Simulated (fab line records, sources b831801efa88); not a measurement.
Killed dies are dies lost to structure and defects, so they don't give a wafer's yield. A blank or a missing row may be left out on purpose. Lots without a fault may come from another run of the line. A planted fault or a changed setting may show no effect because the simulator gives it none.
Problem report in the 8D (eight disciplines) form, filled by code | flow gf180mcu | the parts of the form that need people (team, actions taken, sign-off) are left out

1. THE PROBLEM
heater_power_total_W at GF_V2_SOFTBAKE_10 reads a mean of 98.15 W on 9 wafers of 3 lots; wafers without a fault read 93.05 W with a standard deviation of 0.059. That is +86 standard deviations from the usual mean.
The step: time 60 s.
First seen on wafer L344.3, day 23 12:00, on litho_track-03. The record holds 21 wafers of 7 lots with a number at this step. Rule for "out", or "out of limits": more than 4 standard deviations from the usual mean. The other wafers with a number count as sound.

2. WHAT IT IS AND WHAT IT IS NOT
question                    | is                                 | is not
which readings at this step | heater_power_total_W, run_length_s | -
which lots                  | L344, L345, L346                   | L338, L339, L354, L356
which wafers of those lots  | all that have a number             | -
read on which tools         | litho_track-03                     | litho_track-01, litho_track-04
when                        | from day 23 12:00                  | up to then (6 sound wafers); but 6 sound wafers of L354, L356 came after

3. SUSPECTS, AND WHAT RULES EACH OUT
Counting: a tool at a process step up to the reading stays a suspect if it ran every lot that is out and no sound lot after the first of them.
- pecvd-03 at GF_V2_CVD_02 (deposits SiO2 from TEOS, target thk 850 nm, time 94.851 s): ruled out as a lasting fault. Sound lots L356 ran on it after its first lot that is out, L344 (day 23 01:35).
- litho_track-03 at GF_V2_SOFTBAKE_10 (time 60 s): kept. It ran every lot that is out, first L344 (day 23 12:00), and no sound lot after that; its last sound lot up to then is L338 (day 21 05:00). Its own readings are out on those wafers: heater_power_total_W, run_length_s.
Left after counting: litho_track-03 at GF_V2_SOFTBAKE_10.

4. THE CAUSE (what the simulator had put in)
Process parameter drift: litho_track-03, from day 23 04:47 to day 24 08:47, at GF_V2_SOFTBAKE_10. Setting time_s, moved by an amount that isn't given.
Counting left only this tool.

5. THE CHAIN OF EFFECTS, in route order
Each row: a reading whose mean over the struck wafers that have a number lies more than 3 standard deviations from the usual. Only readings for which the record gives a usual standard deviation are gone through. hours: the time from each lot's start at the first step in this table that gives one to its start at this step, as a median over the lots. sigmas: the change in usual standard deviations.
hours | step              | reading              | usual   | on struck wafers | change | sigmas
0     | GF_V2_SOFTBAKE_10 | heater_power_total_W | 93.05 W | 98.15            | +5.10  | +86
0     | GF_V2_SOFTBAKE_10 | run_length_s         | 88.92 s | 79.92            | -9.00  | -50
The process steps in it:
- GF_V2_SOFTBAKE_10: time 60 s.
Later measuring or inspecting steps at which every struck wafer that the step has a row for has a number for every such reading, and none has moved that far: GF_V2_CD_MEAS_14, GF_V2_OVL_MEAS_15.

6. WHAT WOULD HAVE CAUGHT IT SOONER
In this record the first reading out of limits was taken at day 23 12:00, 7 hours after the fault began at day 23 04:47.
